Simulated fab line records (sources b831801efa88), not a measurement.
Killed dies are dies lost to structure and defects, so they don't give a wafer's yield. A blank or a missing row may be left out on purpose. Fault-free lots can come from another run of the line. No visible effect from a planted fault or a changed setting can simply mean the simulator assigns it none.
Split-lot study + flow gf180mcu + on a route of 602 steps: 5 lots, 23 wafers read

SPLIT DETAILS
At GF_V3_PEB_12 (peb time 90 s), the setting pebTempC was moved away from the recipe's 135 C on 6 of the 23 wafers read, by -1.8% to +1.4%. All remaining wafers had this setting at the recipe value.

SPLIT TO READING: what lies between them in the file, 1 step
- GF_V3_DEVELOP_13: develop time 60 s

THE READING
cdNm (nm) at GF_V3_CD_MEAS_14, where the cd target is 260 nm. A value of 259.7 nm with a standard deviation of 1.2 nm is what fault-free wafers of this fab line usually give.

| wafer  | tool, chamber at the split | pebTempC as run, C | against the recipe | cdNm, nm | against lot-mates on the recipe |
|--------|----------------------------|--------------------|--------------------|----------|---------------------------------|
| L075.1 | lithoTrack-04, 0           | 132.6              | -1.8%              | 252.0    | -7.4                            |
| L075.3 | lithoTrack-04, 0           | 135                | recipe             | 260.4    | -                               |
| L075.4 | lithoTrack-04, 0           | 132.6              | -1.8%              | 252.2    | -7.2                            |
| L075.5 | lithoTrack-04, 0           | 135                | recipe             | 259.7    | -                               |
| L075.6 | lithoTrack-04, 0           | 135                | recipe             | 258.0    | -                               |
| L076.1 | lithoTrack-04, 0           | 135                | recipe             | 258.5    | -                               |
| L076.3 | lithoTrack-04, 0           | 136.9              | +1.4%              | 262.5    | +3.7                            |
| L076.4 | lithoTrack-04, 0           | 135                | recipe             | 259.7    | -                               |
| L076.5 | lithoTrack-04, 0           | 136.9              | +1.4%              | 264.5    | +5.7                            |
| L076.6 | lithoTrack-04, 0           | 135                | recipe             | 258.3    | -                               |
| L079.2 | lithoTrack-02, 0           | 135                | recipe             | 260.3    | -                               |
| L079.5 | lithoTrack-02, 0           | 135                | recipe             | 260.0    | -                               |
| L079.6 | lithoTrack-02, 0           | 135                | recipe             | 260.1    | -                               |
| L082.1 | lithoTrack-04, 0           | 133.5              | -1.1%              | 255.1    | -4.2                            |
| L082.3 | lithoTrack-04, 0           | 133.5              | -1.1%              | 254.1    | -5.2                            |
| L082.4 | lithoTrack-04, 0           | 135                | recipe             | 259.7    | -                               |
| L082.5 | lithoTrack-04, 0           | 135                | recipe             | 259.4    | -                               |
| L082.6 | lithoTrack-04, 0           | 135                | recipe             | 258.9    | -                               |
| L084.2 | lithoTrack-02, 0           | 135                | recipe             | 260.7    | -                               |
| L084.3 | lithoTrack-02, 0           | 135                | recipe             | 261.4    | -                               |
| L084.4 | lithoTrack-02, 0           | 135                | recipe             | 260.8    | -                               |
| L084.5 | lithoTrack-02, 0           | 135                | recipe             | 262.0    | -                               |
| L084.6 | lithoTrack-02, 0           | 135                | recipe             | 261.8    | -                               |

FIT RESULTS
A straight line over all 23 wafers: cdNm changes by +3.83 nm for each +1% of pebTempC; r = +0.92; the points scatter about the line by 1.3 nm.
The same after taking each lot's own level away (the mean of its wafers on the recipe; 23 wafers): +3.85 nm for each +1%; r = +0.97; scatter 0.69 nm.
That fit puts the effect of the largest move of pebTempC on the reading at 6.8 nm.
The span of the lots' own levels, 258.83 to 261.34 nm, comes to 2.1 times the standard deviation stated above.
The two slopes are in agreement: the lot-to-lot level therefore moves the slope only a little.
Check: for one of the wafers moved furthest among these (-1.8%), held out of the fit, the line's prediction against its lot-mates is -6.85 nm. It came out at -7.37 nm against them.

FURTHER SPLITS ON THESE WAFERS
These wafers also went through other splits before the reading. Each is held against what the fit with the lots' levels taken away leaves over:
| other split on the same wafers | wafers away from the commonest value | r with cdNm (lot level and that fit taken away) |
|--------------------------------|--------------------------------------|-------------------------------------------------|
| GF_CONTACT_CVD_24 tempC        | 7                                    | -0.13                                           |
| GF_CONTACT_CMP_27 tOverpolishS | 9                                    | -0.47                                           |
| GF_V1_SPUTTER_21 timeS         | 9                                    | -0.10                                           |
| GF_V2_COAT_09 resistThkNm      | 8                                    | -0.23                                           |
| GF_M3_SPUTTER_04 powerW        | 4                                    | +0.22                                           |
| GF_M3_EXPOSE_11 doseMj         | 10                                   | -0.18                                           |
| GF_V3_CMP_04 leaveAboveRefNm   | 6                                    | +0.23                                           |

THE WHOLE CHAIN: every reading that the file lists as answering this split, in the file's order
| step             | what it does                                                 | reading                                                  | change (the file's fit)              | r (the file's) |
|------------------|--------------------------------------------------------------|----------------------------------------------------------|--------------------------------------|----------------|
| GF_V3_CD_MEAS_14 | target cd 260 nm                                             | cdNm                                                     | +3.9 nm for each +1% of the setting  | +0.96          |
| GF_V3_ETCH_16    | etches BARC in N2/H2                                         | V3.cdNm (the simulator's own value, which no gauge read) | +3.75 nm for each +1% of the setting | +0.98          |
| GF_V3_ETCH_17    | etches SiO2 in C4F8/O2/Ar, stops on TiN, target depth 635 nm | V3.cdNm (the simulator's own value, which no gauge read) | +3.89 nm for each +1% of the setting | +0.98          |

FILE'S OWN FIT
cdNm changes by +3.9 nm for each +1% of pebTempC, r = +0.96.
